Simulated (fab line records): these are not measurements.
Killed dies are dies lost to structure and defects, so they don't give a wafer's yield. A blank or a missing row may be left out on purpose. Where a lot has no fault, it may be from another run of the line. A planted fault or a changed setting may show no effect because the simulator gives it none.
Which tool was responsible? | flow sky130 | Sampling: 6 lots, 18 wafers, 2 of 708 route steps

== WHAT THE GAUGES READ, wafer by wafer ==
SKY_SD_P_CD_MEAS_07: the cd target is 380 nm.
lot  | measured     | on        | cd-nm (nm)
L653 | day 26 04:10 | cd-sem-02 | 380.7 382.4 381.9
L657 | day 27 11:05 | cd-sem-01 | 376.1 376.1 376.7
L659 | day 28 01:14 | cd-sem-01 | 377.7 380.7 378.9
L661 | day 29 01:16 | cd-sem-01 | 378.0 381.3 378.1
L665 | day 30 04:49 | cd-sem-02 | 376.8 376.9 378.2
L674 | day 33 06:32 | cd-sem-01 | 382.0 381.7 385.3

== EACH LOT AND THE TOOL THAT RAN IT (in order: tool; ch and the chambers of the sampled wafers; start) ==
lot  | SKY_SD_P_EXPOSE_04
L653 | iline-stepper-02 ch 0, day 25 13:42
L657 | iline-stepper-01 ch 0, day 26 20:22
L659 | iline-stepper-02 ch 0, day 27 10:55
L661 | iline-stepper-01 ch 0, day 28 10:01
L665 | iline-stepper-01 ch 0, day 29 15:02
L674 | iline-stepper-02 ch 0, day 32 18:22
- SKY_SD_P_EXPOSE_04: exposes mask PSDM, target cd 380 nm.

== THE ANSWER, worked out from the rows above alone ==
Rule: what is usual is taken from the lots themselves. The widest of any qualifying gaps counts: lots, ordered by their means at a reading, are off when they make up no more than a third of the lots, leave a main group of 4 or more, and stand apart from it by 3 or more times the standard deviation of that group's means. A main group whose means are all the same, to the digits that the tables above print for the reading, isn't used. Also off: a lot with no number at a reading for which 4 or more lots have one. The other lots that the step has rows for count as sound.
No lot is off on any of the readings shown, so nothing can be concluded from this.

== WHAT THE SIMULATOR PUT IN ==
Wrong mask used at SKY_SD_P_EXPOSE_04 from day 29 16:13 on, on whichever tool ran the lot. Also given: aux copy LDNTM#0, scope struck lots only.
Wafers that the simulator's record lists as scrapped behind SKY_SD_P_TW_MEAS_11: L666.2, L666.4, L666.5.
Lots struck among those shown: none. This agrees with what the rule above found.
